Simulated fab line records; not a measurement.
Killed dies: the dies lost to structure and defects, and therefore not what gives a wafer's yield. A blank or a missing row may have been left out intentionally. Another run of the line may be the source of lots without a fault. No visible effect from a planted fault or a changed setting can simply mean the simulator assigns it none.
Chamber matching :: flow gf180mcu :: 4 sister chambers for GF_V4_CMP_04 on cmp-02
The step polishes SiO2. 16 wafers are shown with their chamber, then 8 later ones without.

== EACH WAFER AND ITS CHAMBER ==
wafer: L264.4
chamber: 0
motor-current-A (A): 11.3
time-to-endpoint-s (s): 77

wafer: L264.5
chamber: 2
motor-current-A (A): 12.9
time-to-endpoint-s (s): 84

wafer: L264.6
chamber: 3
motor-current-A (A): 12.8
time-to-endpoint-s (s): 79

wafer: L265.3
chamber: 0
motor-current-A (A): 11.4
time-to-endpoint-s (s): 84

wafer: L265.5
chamber: 0
motor-current-A (A): 11.1
time-to-endpoint-s (s): 83

wafer: L265.6
chamber: 1
motor-current-A (A): 14.3
time-to-endpoint-s (s): 87

wafer: L267.1
chamber: 2
motor-current-A (A): 12.7
time-to-endpoint-s (s): 84

wafer: L267.2
chamber: 0
motor-current-A (A): 11.0
time-to-endpoint-s (s): 78

wafer: L267.3
chamber: 3
motor-current-A (A): 12.4
time-to-endpoint-s (s): 79

wafer: L266.4
chamber: 3
motor-current-A (A): 12.7
time-to-endpoint-s (s): 76

wafer: L266.5
chamber: 0
motor-current-A (A): 11.4
time-to-endpoint-s (s): 79

wafer: L266.6
chamber: 3
motor-current-A (A): 12.6
time-to-endpoint-s (s): 78

wafer: L268.2
chamber: 2
motor-current-A (A): 13.2
time-to-endpoint-s (s): 86

wafer: L268.4
chamber: 0
motor-current-A (A): 11.1
time-to-endpoint-s (s): 86

wafer: L268.5
chamber: 2
motor-current-A (A): 12.2
time-to-endpoint-s (s): 91

wafer: L269.1
chamber: 1
motor-current-A (A): 13.8
time-to-endpoint-s (s): 85

SIGNATURES, as means of the wafers listed above
reading: motor-current-A
chamber 0: 11.217
chamber 1: 14.050
chamber 2: 12.750
chamber 3: 12.625
scatter within a chamber: 0.272

reading: time-to-endpoint-s
chamber 0: 81.17
chamber 1: 86.00
chamber 2: 86.25
chamber 3: 78.00
scatter within a chamber: 2.99
Rule: for a wafer and a chamber, the distance is found by dividing, reading by reading, the gap between the wafer's reading and the chamber's mean by the reading's scatter, squaring, summing and taking the root. The wafer belongs to the nearest chamber; if the next one is less than 2 further off, it can't be placed. The scatter: the root of (the sum of the squares of (reading less its chamber's mean) over the shown wafers, divided by (wafers less chambers)).

== WAFERS MISSING THEIR CHAMBER ==
wafer: L271.2
motor-current-A (A): 10.2
time-to-endpoint-s (s): 80

wafer: L271.5
motor-current-A (A): 12.2
time-to-endpoint-s (s): 87

wafer: L281.1
motor-current-A (A): 14.3
time-to-endpoint-s (s): 70

wafer: L281.4
motor-current-A (A): 10.8
time-to-endpoint-s (s): 79

wafer: L281.5
motor-current-A (A): 12.3
time-to-endpoint-s (s): 75

wafer: L285.2
motor-current-A (A): 12.3
time-to-endpoint-s (s): 81

wafer: L285.4
motor-current-A (A): 12.5
time-to-endpoint-s (s): 80

wafer: L285.6
motor-current-A (A): 12.5
time-to-endpoint-s (s): 78

== WHICH CHAMBER EACH WENT THROUGH ==
wafer: L271.2
from the rows above: 0
in truth: 0

wafer: L271.5
from the rows above: can't be placed: 2 or 3
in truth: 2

wafer: L281.1
from the rows above: can't be placed: 1 or 3
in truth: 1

wafer: L281.4
from the rows above: 0
in truth: 0

wafer: L281.5
from the rows above: 3
in truth: 3

wafer: L285.2
from the rows above: can't be placed: 3 or 2
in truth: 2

wafer: L285.4
from the rows above: can't be placed: 3 or 2
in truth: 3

wafer: L285.6
from the rows above: 3
in truth: 3
Correctly placed: 4 of 8. These rows do not allow placing 4 (true chamber among the candidates in 4). Number placed wrongly: 0.
